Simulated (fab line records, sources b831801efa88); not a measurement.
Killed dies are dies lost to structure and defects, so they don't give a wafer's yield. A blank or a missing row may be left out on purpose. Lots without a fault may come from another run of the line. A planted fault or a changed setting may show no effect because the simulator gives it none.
A struck lot beside a sound one | flow sky130 | 18 steps out of a route of 708
Sound: wafers L764.3, L764.4, L764.5. Struck: wafers L770.1, L770.2. The cause comes at the end.
At each step with rows: each side's tool, then ch and its chambers, then its first start. Under that, the readings that differ: sound wafers | struck wafers | difference of the means | sigmas: that difference in standard deviations of wafers without a fault.
alike: readings whose means differ by less than 2 such deviations, and words and numbers that are the same on both sides. not compared: withheld readings, readings that some wafer has no value for, bounds like >300 that may hide the same value, and numbers for which the record gives no deviation and whose values overlap.
The two part at a step that has a row with sigmas, a row that says differs or no value, or rows on one side only. Numbers that don't overlap but have no deviation are shown without sigmas and don't part them. A reading that every wafer of one side lacks parts them only if that side has two wafers or more.

first, 4 steps without rows for these wafers: SKY_VT_ADJUST_LVTN_SOFTBAKE_14 (time 60 s); SKY_VT_ADJUST_LVTN_EXPOSE_15 (exposes mask HVN STD DERIVED, target cd 600 nm); SKY_VT_ADJUST_LVTN_PEB_16; SKY_VT_ADJUST_LVTN_DEVELOP_17 (develop time 60 s).
SKY_VT_ADJUST_LVTN_OVL_MEAS_18:
  sound on overlay-01, day 9 17:20; struck on overlay-02, day 10 23:58
  reading                    | sound          | struck  | difference | sigmas
  VT_ADJUST_LVTN_01_OVL (nm) | -3.7 -2.1 -1.9 | 1.1 2.2 | +4.2       | +3
then, 1 step without rows for these wafers: SKY_VT_ADJUST_LVTN_IMPLANT_19.
SKY_VT_ADJUST_LVTN_STRIP_20: strips in O2/N2.
  sound on plasma_asher-01 ch 0,1, day 9 17:32; struck on plasma_asher-03 ch 0,1, day 11 00:09
  reading                | sound | struck | difference                   | sigmas
  rf_hours_counter_h (h) | - - - | 54 54  | no value on the sound wafers |
  alike: drypump_motor_current_A, oes_product_au, strip_time_to_endpoint_s
SKY_VT_ADJUST_LVTN_TW_MEAS_21:
  sound on film_metro-04, day 9 17:37; struck on film_metro-02, day 11 00:15
  alike: VT_ADJUST_LVTN_2_TW
then, 4 steps without rows for these wafers: SKY_VT_ADJUST_NCORE_DEHYDRATE_00 (time 60 s); SKY_VT_ADJUST_NCORE_HMDS_01 (prime time 60 s); SKY_VT_ADJUST_NCORE_COAT_02 (resist thk 1140 nm); SKY_VT_ADJUST_NCORE_SOFTBAKE_03 (time 60 s).
SKY_VT_ADJUST_NCORE_EXPOSE_04: exposes mask LVTN COMPLEMENT THIN, target cd 380 nm.
  sound on iline_stepper-02 ch 0, day 10 04:38; struck on iline_stepper-02 ch 0, day 11 11:34
  alike: mask, stage_vel_mm_s
then, 2 steps without rows for these wafers: SKY_VT_ADJUST_NCORE_PEB_05; SKY_VT_ADJUST_NCORE_DEVELOP_06 (develop time 60 s).
SKY_VT_ADJUST_NCORE_CD_MEAS_07: target cd 380 nm.
  sound on cd_sem-02, day 10 16:09; struck on cd_sem-02, day 11 23:22
  reading    | sound             | struck      | difference | sigmas
  cd_nm (nm) | 375.0 376.1 379.1 | 363.6 361.5 | -14.2      | -5
SKY_VT_ADJUST_NCORE_OVL_MEAS_08:
  sound on overlay-01, day 10 16:14; struck on overlay-02, day 11 23:29
  alike: VT_ADJUST_NCORE_OVL
-- the record jumps here: 37 days lie between the struck wafers' starts before and after (it left off in module VT_ADJUST_NCORE and takes up again in module PAD_OPEN, whose first step shown is number 708 of the route) --
SKY_PAD_OPEN_PROBE_99:
  sound on prober-02, day 47 10:35; struck on prober-01, day 48 15:59
  reading         | sound | struck | difference | sigmas
  killed_at_other | 0 2 2 | 0 0    | -1         | -2
  alike: killed_at_M0_to_M3, killed_at_M4_up, killed_at_contacts, killed_at_front_end, killed_dies, killed_open, killed_short

WHERE THEY PART
First at SKY_VT_ADJUST_LVTN_OVL_MEAS_18; last, within this record, at SKY_PAD_OPEN_PROBE_99.

WHY: what the simulator had put in
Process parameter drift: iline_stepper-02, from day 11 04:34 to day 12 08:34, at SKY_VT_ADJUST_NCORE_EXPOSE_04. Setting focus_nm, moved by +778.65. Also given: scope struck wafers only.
